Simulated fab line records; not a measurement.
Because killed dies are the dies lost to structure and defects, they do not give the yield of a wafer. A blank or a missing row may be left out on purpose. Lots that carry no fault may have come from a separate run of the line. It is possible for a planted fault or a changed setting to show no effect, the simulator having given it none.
2 desks looking at one fault || flow gf180mcu || every desk sees just its own numbers, and what lay behind them comes last

METROLOGY DESK
What the gauges read for every lot (on any tool): the sampled wafers with a number, averaged. Marked OUT: a lot whose mean sits more than 4 standard deviations from the usual mean, which makes it out of limits; the brackets give that distance.
Columns: A = cd nm at GF_POLY_GATE_CD_MEAS_10, usual 279.6 nm; B = POLY_GATE_OXIDATION_THK at GF_POLY_GATE_THK_MEAS_17, usual 4.01 nm
{"lot": "L561", "first seen here": "day 9 04:35", "A": 279.2, "B": 3.89}
{"lot": "L562", "first seen here": "day 10 01:13", "A": 277.7, "B": 4.01}
{"lot": "L564", "first seen here": "day 10 08:55", "A": 278.3, "B": 3.96}
{"lot": "L563", "first seen here": "day 10 09:15", "A": 279.2, "B": 3.98}
{"lot": "L565", "first seen here": "day 10 12:22", "A": 280.7, "B": 4.05}
{"lot": "L566", "first seen here": "day 10 23:47", "A": 279.5, "B": 4.08}
{"lot": "L567", "first seen here": "day 11 02:40", "A": 279.6, "B": 4.05}
{"lot": "L568", "first seen here": "day 11 14:46", "A": 281.1, "B": 4.10}
{"lot": "L571", "first seen here": "day 12 06:07", "A": 280.1, "B": 3.95}
{"lot": "L573", "first seen here": "day 12 20:10", "A": 279.3, "B": 4.12}
{"lot": "L575", "first seen here": "day 13 07:10", "A": 280.0, "B": 4.06}
{"lot": "L583", "first seen here": "day 15 14:41", "A": 281.7, "B": 4.00}
{"lot": "L584", "first seen here": "day 15 22:59", "A": 279.5, "B": 4.07}
This desk's finding: nothing out of limits on any of the 13 lots.

AT THE TOOL OWNER'S DESK: plasma asher-01
The tool's own readings at GF_VT_IMPLANT_STRIP_42 (strips in O2/N2): means of the sampled wafers that have a number, for each lot that ran on this tool. Marked OUT: a lot whose mean sits more than 4 standard deviations from the usual mean, which makes it out of limits; the brackets give that distance.
Columns: A = drypump motor current A at GF_VT_IMPLANT_STRIP_42, usual 6.0 A; B = heater power w at GF_VT_IMPLANT_STRIP_42, usual 314 W; C = oes product au at GF_VT_IMPLANT_STRIP_42, usual 0.716 a.u.; D = platen temp c at GF_VT_IMPLANT_STRIP_42, usual 250.01 C; E = strip time to endpoint s at GF_VT_IMPLANT_STRIP_42, usual 12.647 s
{"lot": "L562", "first seen here": "day 8 02:23", "A": 5.9, "B": 300, "C": 0.716, "D": 249.86, "E": 12.666}
{"lot": "L566", "first seen here": "day 9 01:06", "A": 5.9, "B": 305, "C": 0.717, "D": 250.02, "E": 12.679}
{"lot": "L568", "first seen here": "day 9 17:18", "A": 5.7, "B": 305, "C": 0.715, "D": 249.91, "E": 12.650}
{"lot": "L571", "first seen here": "day 10 09:50", "A": 5.7, "B": 304, "C": 0.715, "D": 250.02, "E": 12.602}
{"lot": "L575", "first seen here": "day 11 11:35", "A": 5.7, "B": 303, "C": "0.899 (+40) OUT", "D": 250.20, "E": "-"}
{"lot": "L583", "first seen here": "day 13 14:11", "A": 5.6, "B": 306, "C": 0.719, "D": 250.18, "E": 12.656}
This desk's finding: out of limits on L575; first on L575, day 11 11:35 (oes product au at GF_VT_IMPLANT_STRIP_42). L562, L566, L568, L571, L583 stayed within limits.

TAKEN TOGETHER
The tool owner's desk had the chance to raise an alarm at day 11 11:35 on L575.
The metrology desk saw nothing out of limits.
The metrology desk holds a record of L575, inside its limits.
The lots listed all ran GF_VT_IMPLANT_STRIP_42 on plasma asher-01.

WHAT THE SIMULATOR PUT IN
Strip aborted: plasma asher-01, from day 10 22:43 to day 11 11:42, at GF_VT_IMPLANT_STRIP_42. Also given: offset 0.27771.
Lots struck among those shown: L575.
Each desk's first reading out of limits, in hours after the fault started: the tool owner's desk, 13.
